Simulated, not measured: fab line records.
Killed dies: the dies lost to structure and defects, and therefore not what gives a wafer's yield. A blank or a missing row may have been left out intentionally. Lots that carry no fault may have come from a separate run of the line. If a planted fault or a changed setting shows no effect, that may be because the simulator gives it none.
A struck lot beside a sound one ; flow sky130 ; 18 steps out of a route of 708
Sound: these wafers, L934.1, L934.3, L934.4. Struck: wafer L936.4; the same lot's L936.5 was not struck, so it is left out; see the end for the cause.
Order at every step that has rows: each side's tool, ch and its chambers, its first start. Under that, the readings that differ: sound wafers ; struck wafers ; difference of the means ; sigmas: that difference in standard deviations of wafers without a fault.
alike: a reading whose means differ by less than 2 such deviations, as well as words and numbers matching on both sides. not compared: withheld readings; readings where some wafer has no value; bounds like >300 that might hide an equal value; numbers whose values overlap and for which the record gives no deviation.
The two part at a step that has a row with sigmas, a row that says differs or no value, or rows on one side only. When numbers do not overlap yet have no deviation, they are printed without sigmas and do not part them. A reading that every wafer of one side lacks parts them only if that side has two wafers or more.

first, 3 steps without rows for these wafers: SKY_POLY_CUT_EXPOSE_05 (exposes mask NPCM, target cd 270 nm); SKY_POLY_CUT_PEB_06; SKY_POLY_CUT_DEVELOP_07 (develop time 60 s).
SKY_POLY_CUT_CD_MEAS_08: the cd target is 270 nm.
  sound on cdSem-01, day 27 07:26; struck on cdSem-01, day 28 10:09
  alike: cdNm
SKY_POLY_CUT_OVL_MEAS_09:
  sound on overlay-02, day 27 07:34; struck on overlay-02, day 28 10:14
  alike: POLY_CUT_OVL
SKY_POLY_CUT_ETCH_10: etches BARC in N2/H2, stops on SiO2, time 45.9 s, target depth 60 nm.
  sound on rieDiel-04 ch 0,1,2, day 27 07:36; struck on rieDiel-02 ch 0, day 28 10:14
  alike: drypumpMotorCurrentA, oesProductAu, throttleValvePct
  not compared: rfHoursCounterH
SKY_POLY_CUT_ETCH_11: etches Si3N4 in CF4/CH2F2/Ar, stops on poly-Si, time 42.5 s, target depth 60 nm.
  sound on rieDiel-04 ch 0,1,2, day 27 07:38; struck on rieDiel-02 ch 0, day 28 10:17
  alike: drypumpMotorCurrentA, mfcArSccm, oesProductAu, throttleValvePct
  not compared: rfHoursCounterH
SKY_POLY_CUT_STRIP_12: strips in O2/N2.
  sound on plasmaAsher-04 ch 0,1, day 27 07:41; struck on plasmaAsher-01 ch 1, day 28 10:22
  alike: drypumpMotorCurrentA, oesProductAu, stripTimeToEndpointS
  not compared: rfHoursCounterH
then, 4 steps without rows for these wafers: SKY_SD_P_DEHYDRATE_00 (time 60 s); SKY_SD_P_HMDS_01 (prime time 60 s); SKY_SD_P_COAT_02 (resist thk 1140 nm); SKY_SD_P_SOFTBAKE_03 (time 60 s).
SKY_SD_P_EXPOSE_04: exposes mask PSDM, target cd 380 nm.
  sound on ilineStepper-02 ch 0, day 27 22:23; struck on ilineStepper-02 ch 0, day 29 00:46
  alike: mask
then, 2 steps without rows for these wafers: SKY_SD_P_PEB_05; SKY_SD_P_DEVELOP_06 (develop time 60 s).
SKY_SD_P_CD_MEAS_07: the cd target is 380 nm.
  sound on cdSem-01, day 28 12:56; struck on cdSem-01, day 29 15:07
reading;sound;struck;difference;sigmas
cdNm (nm);378.7 376.8 378.1;362.1;-15.8;-6
SKY_SD_P_OVL_MEAS_08:
  sound on overlay-02, day 28 13:04; struck on overlay-02, day 29 15:12
  alike: SD_P_OVL
next, for these wafers, 1 step has no rows: SKY_PAD_OPEN_PROBE_99.

== WHERE THEY PART ==
At SKY_SD_P_CD_MEAS_07 and nowhere else, as far as this record goes. Later steps at which nothing parts them and some readings are alike: SKY_SD_P_OVL_MEAS_08.

WHY: the cause the simulator had injected
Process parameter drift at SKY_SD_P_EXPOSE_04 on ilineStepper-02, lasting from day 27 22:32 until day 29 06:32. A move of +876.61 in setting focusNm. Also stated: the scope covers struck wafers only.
